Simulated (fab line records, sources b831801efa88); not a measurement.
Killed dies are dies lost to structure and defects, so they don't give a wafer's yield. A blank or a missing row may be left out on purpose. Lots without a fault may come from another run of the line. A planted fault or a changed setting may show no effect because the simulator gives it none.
fab line records | flow sky130 | part 2 of 2: steps 25 to 34 of 34
record lots=5 wafers=15 last_day=49
route steps=708 shown VIA1@466 METAL2@483
lots that met no fault: from a run of the same line without faults
start_h: hours from the record's first day to the start of the lot's first wafer shown | wait_h: hours since the lot's step before | " the same as in the row above | L1.1+2: a row that stands for several wafers | - no value, or no start given | * or withheld: withheld | < > ~ a bound
route shown NAME@n: a module of which the file shows steps, and the number in the route of the first | usual: mean/standard deviation of fault-free wafers | same: alike in all rows | chamber/n: place in a boat | sites: the reading at each site | _std_site: their standard deviation | _edge_site: outer sites' mean less inner sites' | radius_mm: how far each site lies from the wafer's centre | mask NAME#n: copy n | behind: the tool/chamber that last shaped the wafer | hold: why the lot was held/for how many hours/how that ended | device: the transistor (n, p or np) that didn't switch | end of line: the same wafers' tests at the end of the route | a step without rows: its recipe alone | killed: dies lost to structure and defects at the first sort, not the wafer's yield | map: a wafer's dies, x killed, . not, _ none there
set.NAME: the setting as run; set.NAME@STEP: as run at that earlier step | model.NAME: the simulator's own value behind a step, which no gauge read
lots at some steps of the route; a table a step, a row a wafer
services: from which hour (start_h, from the record's first day; less than 0 if before it) a tool's chamber was out of use, for how many hours, and why
## steps
# step SKY_METAL2_DEHYDRATE_07
# recipe temp_c=200 time_s=60
# usual chill_plate_temp_C=23.01/0.11
# columns lot.wafer tool chamber start_h wait_h chill_plate_temp_C
L075.1 litho_track-04 0 814.04 13.0 22.98
L075.5 " 0 " " 23.09
L075.6 " 0 " " 22.95
L077.2 litho_track-03 0 849.36 12.4 23.15
L077.4 " 0 " " 22.93
L077.5 " 0 " " 22.88
L080.1 litho_track-03 0 874.53 12.4 23.12
L080.2 " 0 " " 23.03
L080.3 " 0 " " 22.96
L088.3 litho_track-04 0 926.84 11.5 23.00
L088.5 " 0 " " 23.00
L088.6 " 0 " " 23.00
L091.2 litho_track-04 0 938.56 12.2 23.03
L091.3 " 0 " " 23.05
L091.6 " 0 " " 23.06
# step SKY_METAL2_HMDS_08
# recipe prime_time_s=60 prime_temp_c=120
# usual chill_plate_temp_C=22.97/0.098
# columns lot.wafer tool chamber start_h wait_h chill_plate_temp_C
L075.1 litho_track-04 0 814.19 0.1 23.14
L075.5 " 0 " " 23.10
L075.6 " 0 " " 22.94
L077.2 litho_track-03 0 849.51 0.1 22.90
L077.4 " 0 " " 23.04
L077.5 " 0 " " 23.10
L080.1 litho_track-03 0 874.68 0.1 22.87
L080.2 " 0 " " 22.93
L080.3 " 0 " " 23.13
L088.3 litho_track-04 0 926.99 0.1 22.80
L088.5 " 0 " " 22.80
L088.6 " 0 " " 22.71
L091.2 litho_track-04 0 938.71 0.1 22.98
L091.3 " 0 " " 22.96
L091.6 " 0 " " 23.12
# step SKY_METAL2_COAT_09
# recipe resist=BARC temp_c=withheld time_s=withheld spin_rpm=3000 resist_thk_nm=60
# usual chill_plate_temp_C=*
# columns lot.wafer tool chamber start_h wait_h chill_plate_temp_C
L075.1 litho_track-04 0 814.34 0.1 *
L075.5 " 0 " " *
L075.6 " 0 " " *
L077.2 litho_track-03 0 849.66 0.1 *
L077.4 " 0 " " *
L077.5 " 0 " " *
L080.1 litho_track-03 0 874.83 0.1 *
L080.2 " 0 " " *
L080.3 " 0 " " *
L088.3 litho_track-04 0 927.14 0.1 *
L088.5 " 0 " " *
L088.6 " 0 " " *
L091.2 litho_track-04 0 938.86 0.1 *
L091.3 " 0 " " *
L091.6 " 0 " " *
# step SKY_METAL2_COAT_10
# recipe resist=KrF-thick spin_rpm=3000 resist_thk_nm=450
# usual chill_plate_temp_C=23.00/0.1
# columns lot.wafer tool chamber start_h wait_h chill_plate_temp_C
L075.1 litho_track-04 0 - - 22.79
L075.5 " 0 " " 23.09
L075.6 " 0 " " 23.02
L077.2 litho_track-03 0 - - 23.03
L077.4 " 0 " " 22.96
L077.5 " 0 " " 23.11
L080.1 litho_track-03 0 - - 22.99
L080.2 " 0 " " 22.83
L080.3 " 0 " " 22.92
L088.3 litho_track-04 0 - - 23.06
L088.5 " 0 " " 23.01
L088.6 " 0 " " 23.05
L091.2 litho_track-04 0 - - 23.05
L091.3 " 0 " " 22.86
L091.6 " 0 " " 22.88
# step SKY_METAL2_SOFTBAKE_11
# recipe temp_c=100 time_s=90 resist=KrF-thick
# usual chill_plate_temp_C=22.99/0.099
# columns lot.wafer tool chamber start_h wait_h chill_plate_temp_C
L075.1 litho_track-04 0 - - 22.97
L075.5 " 0 " " 22.99
L075.6 " 0 " " 23.17
L077.2 litho_track-03 0 - - 22.98
L077.4 " 0 " " 23.06
L077.5 " 0 " " 23.02
L080.1 litho_track-03 0 - - 22.92
L080.2 " 0 " " 22.95
L080.3 " 0 " " 22.90
L088.3 litho_track-04 0 - - 22.80
L088.5 " 0 " " 22.88
L088.6 " 0 " " 23.05
L091.2 litho_track-04 0 - - 22.93
L091.3 " 0 " " 22.93
L091.6 " 0 " " 23.10
# step SKY_METAL2_EXPOSE_12
# recipe mask_id=MM2 na=0.8 source_shape=annular sigma_inner=0.55 sigma_outer=0.85 target_cd_nm=140 dose_mj=28
# usual focus_offset_nm=0.0/0.53
# same sigma_outer=0.85
# columns lot.wafer tool chamber start_h wait_h mask focus_offset_nm
L075.1 krf_scanner-02 0 - - MM2#0 -0.1
L075.5 " 0 " " MM2#0 0.0
L075.6 " 0 " " MM2#0 -0.3
L077.2 krf_scanner-02 0 - - MM2#0 0.4
L077.4 " 0 " " MM2#0 0.4
L077.5 " 0 " " MM2#0 0.2
L080.1 krf_scanner-01 0 - - MM2#0 0.7
L080.2 " 0 " " MM2#0 0.4
L080.3 " 0 " " MM2#0 -0.5
L088.3 krf_scanner-01 0 - - MM2#0 0.2
L088.5 " 0 " " MM2#0 1.7
L088.6 " 0 " " MM2#0 0.5
L091.2 krf_scanner-01 0 - - MM2#0 -0.5
L091.3 " 0 " " MM2#0 -0.1
L091.6 " 0 " " MM2#0 0.1
# step SKY_METAL2_PEB_13
# recipe peb_temp_c=withheld peb_time_s=withheld resist=KrF-thick
# usual chill_plate_temp_C=*
# columns lot.wafer tool chamber start_h wait_h chill_plate_temp_C
L075.1 litho_track-03 0 - - *
L075.5 " 0 " " *
L075.6 " 0 " " *
L077.2 litho_track-04 0 - - *
L077.4 " 0 " " *
L077.5 " 0 " " *
L080.1 litho_track-04 0 - - *
L080.2 " 0 " " *
L080.3 " 0 " " *
L088.3 litho_track-02 0 - - *
L088.5 " 0 " " *
L088.6 " 0 " " *
L091.2 litho_track-03 0 - - *
L091.3 " 0 " " *
L091.6 " 0 " " *
# step SKY_METAL2_DEVELOP_14
# recipe develop_time_s=60 resist=KrF-thick dev_temp_c=21
# usual chill_plate_temp_C=22.98/0.11
# columns lot.wafer tool chamber start_h wait_h chill_plate_temp_C
L075.1 litho_track-03 0 - - 23.03
L075.5 " 0 " " 23.13
L075.6 " 0 " " 22.92
L077.2 litho_track-04 0 - - 22.96
L077.4 " 0 " " 22.86
L077.5 " 0 " " 23.18
L080.1 litho_track-04 0 - - 22.90
L080.2 " 0 " " 23.08
L080.3 " 0 " " 23.01
L088.3 litho_track-02 0 - - 23.07
L088.5 " 0 " " 23.03
L088.6 " 0 " " 23.07
L091.2 litho_track-03 0 - - 23.14
L091.3 " 0 " " 23.03
L091.6 " 0 " " 23.07
# step SKY_METAL2_CD_MEAS_15
# recipe target_cd_nm=140
# usual cd_nm=138.8/1.7
# columns lot.wafer tool chamber start_h wait_h cd_nm
L075.1 cd_sem-02 - 826.73 - 141.9
L075.5 " - " " 143.5
L075.6 " - " " 142.9
L077.2 cd_sem-02 - 863.26 - 138.6
L077.4 " - " " 139.7
L077.5 " - " " 138.5
L080.1 cd_sem-02 - 887.99 - 138.9
L080.2 " - " " 139.3
L080.3 " - " " 139.4
L088.3 cd_sem-02 - 940.09 - 137.4
L088.5 " - " " 137.0
L088.6 " - " " 137.4
L091.2 cd_sem-01 - 951.15 - 138.7
L091.3 " - " " 137.9
L091.6 " - " " 138.2
# step SKY_METAL2_OVL_MEAS_16
# usual METAL2_OVL=-1/5.6
# columns lot.wafer tool chamber start_h wait_h METAL2_OVL[nm]
L075.1 overlay-02 - 826.85 0.1 9
L075.5 " - " " 10
L075.6 " - " " -4
L077.2 overlay-01 - 863.36 0.1 1
L077.4 " - " " -1
L077.5 " - " " -1
L080.1 overlay-01 - 888.11 0.1 -5
L080.2 " - " " -4
L080.3 " - " " -5
L088.3 overlay-02 - 940.19 0.1 -11
L088.5 " - " " -4
L088.6 " - " " -11
L091.2 overlay-02 - 951.26 0.1 -2
L091.3 " - " " -1
L091.6 " - " " -2
## services
# columns tool chamber start_h hours kind
krf_scanner-02 - 776.75 4.0 pm
rie_diel-03 3 777.58 3.3 repair
pvd_sputter-03 - 781.45 1.9 repair
rie_diel-02 2 801.45 6.5 repair
rie_diel-02 3 803.90 3.2 repair
pvd_sputter-03 - 808.71 5.2 repair
krf_scanner-01 - 822.26 1.3 repair
krf_scanner-02 - 828.56 0.9 repair
krf_scanner-02 - 833.05 1.0 pm
pvd_sputter-03 - 841.87 4.8 repair
krf_scanner-01 - 843.28 0.8 pm
krf_scanner-02 - 844.03 0.8 pm
krf_scanner-02 - 844.85 1.3 pm
krf_scanner-02 - 846.73 2.8 repair
rie_diel-02 - 854.07 0.7 repair
rie_diel-03 2 870.05 7.4 repair
krf_scanner-01 - 876.47 11.6 pm
krf_scanner-01 - 888.02 1.0 pm
pvd_sputter-01 - 895.84 12.0 repair
krf_scanner-01 - 895.98 1.3 pm
rie_diel-03 - 903.88 3.2 repair
krf_scanner-01 - 928.35 0.2 repair
pvd_sputter-01 - 942.08 3.2 repair
pvd_sputter-04 - 943.85 4.6 repair
